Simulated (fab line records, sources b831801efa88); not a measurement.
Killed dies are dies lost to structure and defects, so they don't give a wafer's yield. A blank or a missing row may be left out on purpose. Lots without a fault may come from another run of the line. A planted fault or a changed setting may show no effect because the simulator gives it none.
A struck lot beside a sound one | flow gf180mcu | 13 steps out of a route of 602
Sound: wafers L741.3, L741.4, L741.6. Struck: wafers L742.2, L742.3, L742.4. The cause comes at the end.
At each step with rows: each side's tool, then ch and its chambers, then its first start. Under that, the readings that differ: sound wafers | struck wafers | difference of the means | sigmas: that difference in standard deviations of wafers without a fault.
alike: readings whose means differ by less than 2 such deviations, and words and numbers that are the same on both sides. not compared: withheld readings, readings that some wafer has no value for, bounds like >300 that may hide the same value, and numbers for which the record gives no deviation and whose values overlap.
The two part at a step that has a row with sigmas, a row that says differs or no value, or rows on one side only. Numbers that don't overlap but have no deviation are shown without sigmas and don't part them. A reading that every wafer of one side lacks parts them only if that side has two wafers or more.

first, 5 steps without rows for these wafers: GF_STI_WET_ETCH_17 (etches Si3N4 in H3PO4, target depth 45 nm, time 514 s); GF_STI_CLEAN_18 (cleans in SC1/SC2, time 150 s); GF_STI_CLEAN_19 (cleans in dHF, time 20 s); GF_STI_WET_ETCH_20 (etches SiO2 in dHF, target depth 20 nm, time 400 s); GF_STI_OXIDATION_21 (stabilise 600 s, purge 300 s, target thk 15 nm).
GF_STI_THK_MEAS_22:
  sound on film_metro-02, day 3 01:10; struck on film_metro-02, day 3 06:17
  alike: STI_OXIDATION_01_THK
then, 1 step without rows for these wafers: GF_STI_CVD_23 (deposits SiO2, target thk 650 nm, time 108.3 s).
GF_STI_THK_MEAS_24:
  sound on film_metro-02, day 3 01:19; struck on film_metro-04, day 3 06:25
  alike: STI_CVD_23_THK
GF_STI_CMP_25: polishes, stops on Si3N4, t overpolish 33 s, target thk 524.6 nm.
  sound on cmp-02 ch 1,2,3, day 3 01:27; struck on cmp-01 ch 1,2,3, day 3 06:31
  alike: motor_current_A, overpolish_run_s, slurry_filter_dp_kPa, time_to_endpoint_s
then, 3 steps without rows for these wafers: GF_STI_WET_ETCH_26 (etches SiO2 in dHF, target depth 94 nm, time 188 s); GF_STI_WET_ETCH_27 (etches Si3N4 in H3PO4, target depth 160 nm, time 1825 s); GF_STI_WET_ETCH_28 (etches SiO2 in dHF, target depth 20 nm, time 40 s).
GF_STI_OXIDATION_29: stabilise 600 s, purge 300 s, target thk 10 nm.
  sound on furnace-02 ch 0, day 3 02:40; struck on furnace-01, day 3 08:05
  no value came back on the struck wafers for ox_temp_c (C), ox_temp_c_max, zone_power_top_pct (%); on the sound wafers ox_temp_c (C) reads 900.2 899.9 900.0

WHERE THEY PART
Only at GF_STI_OXIDATION_29, within this record.

WHY: what the simulator had put in
Skipped step whole: furnace-01, from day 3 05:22 on, at GF_STI_OXIDATION_29. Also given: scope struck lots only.
